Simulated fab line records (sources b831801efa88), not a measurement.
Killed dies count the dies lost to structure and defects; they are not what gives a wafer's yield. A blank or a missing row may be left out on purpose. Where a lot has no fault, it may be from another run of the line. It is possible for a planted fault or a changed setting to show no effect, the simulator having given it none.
8D (eight disciplines) problem report, filled in by code | flow sky130 | the parts of the form that need people (team, actions taken, sign-off) are left out

== 1. WHAT WENT WRONG ==
run_length_s at SKY_METAL5_METAL_ETCH_15 reads a mean of 224.4 s on 1 wafer of 1 lot; wafers without a fault read 280.1 s with a standard deviation of 0.38. So: -99 or more standard deviations from the usual mean.
The step: etches the open film in Cl2/BCl3, stops on SiO2, target depth 1260 nm, time 252 s.
First seen on wafer L293.4, day 49 07:53, on rie_metal-01. Wafers with a number at this step in the record: 38, from 13 lots. Rule for "out" (also "out of limits"): further than 4 standard deviations from the usual mean. The rest of the wafers with a number are treated as sound.

== 2. WHAT IT IS, WHAT IT ISN'T ==
question                    | is                           | is not
which readings at this step | run_length_s, oes_product_au | drypump_motor_current_A, throttle_valve_pct
which lots                  | L293                         | L279, L280, L281, L283, L284, L285, L286, L287, L290, L298, L299, L300
which wafers of those lots  | L293.4                       | L293.3
read on which tools         | rie_metal-01                 | rie_metal-02, rie_metal-04
when                        | from day 49 07:53            | up to then (28 sound wafers); but 9 sound wafers of L298, L299, L300 came after

== 3. WHAT RULES OUT EACH SUSPECT ==
Counting: any tool at a process step up to the reading remains a suspect provided it ran every lot that is out. Sound lots after the first of them don't rule it out here, since some wafers of a struck lot are sound.
- rie_metal-01 at SKY_METAL5_METAL_ETCH_15 (etches the open film in Cl2/BCl3, stops on SiO2, target depth 1260 nm, time 252 s): kept. L293, the lot that is out, went through it at day 49 07:53; up to then, the latest sound lot through it was L283 at day 46 08:39. Its own oes_product_au, run_length_s readings are out on those wafers.
- The sound lot-mates ran in chamber 0 of rie_metal-01 at SKY_METAL5_METAL_ETCH_15, but the wafers that are out ran in chamber 1.
The count leaves rie_metal-01 at SKY_METAL5_METAL_ETCH_15.

== 4. THE CAUSE (what the simulator had put in) ==
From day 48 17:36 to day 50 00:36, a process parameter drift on rie_metal-01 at SKY_METAL5_METAL_ETCH_15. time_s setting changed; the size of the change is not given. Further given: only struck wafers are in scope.
This tool alone remained once counting was done.

== 5. THE CHAIN OF EFFECTS, in route order ==
Each row: a reading where the mean over the struck wafers with a number is more than 3 standard deviations away from the usual. Readings are gone through only where the record gives a usual standard deviation; hours: the median, over the lots, of the time from a lot's start at the first step in this table giving one to that lot's start at this step; sigmas: the change measured in usual standard deviations.
hours | step                     | reading                  | usual      | on struck wafers | change | sigmas
0     | SKY_METAL5_METAL_ETCH_15 | oes_product_au           | 0.894 a.u. | 0.976            | +0.082 | +15
0     | SKY_METAL5_METAL_ETCH_15 | run_length_s             | 280.1 s    | 224.4            | -55.7  | -99 or more
0     | SKY_METAL5_STRIP_16      | strip_time_to_endpoint_s | 13.10 s    | 15.07            | +1.97  | +26
41    | SKY_PAD_OPEN_PROBE_99    | defect_limited_yield     | 82.6 %     | 0.0              | -82.6  | -49
41    | SKY_PAD_OPEN_PROBE_99    | killed_at_M4_up          | 3.1        | 407.0            | +403.9 | +99 or more
41    | SKY_PAD_OPEN_PROBE_99    | killed_at_other          | 0.3        | 2.0              | +1.7   | +3.3
41    | SKY_PAD_OPEN_PROBE_99    | killed_dies              | 86         | 492              | +406   | +50
41    | SKY_PAD_OPEN_PROBE_99    | killed_on_rim            | 16         | 96               | +80    | +22
41    | SKY_PAD_OPEN_PROBE_99    | sort_bin_5_function      | 10.2 %     | 92.3             | +82.1  | +63
41    | SKY_PAD_OPEN_PROBE_99    | sort_n_pass              | 406        | 0                | -406   | -50
41    | SKY_PAD_OPEN_PROBE_99    | sort_yield_pct           | 82.6 %     | 0.0              | -82.6  | -49
Process steps it contains:
- SKY_METAL5_METAL_ETCH_15: etches the open film in Cl2/BCl3, stops on SiO2, target depth 1260 nm, time 252 s.
- SKY_METAL5_STRIP_16: strips in O2/N2.
- SKY_PAD_OPEN_PROBE_99

== 6. HOW IT WOULD HAVE BEEN CAUGHT EARLIER ==
The fault began at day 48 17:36; the first out-of-limits reading in this record came at day 49 07:53, 14 hours later.
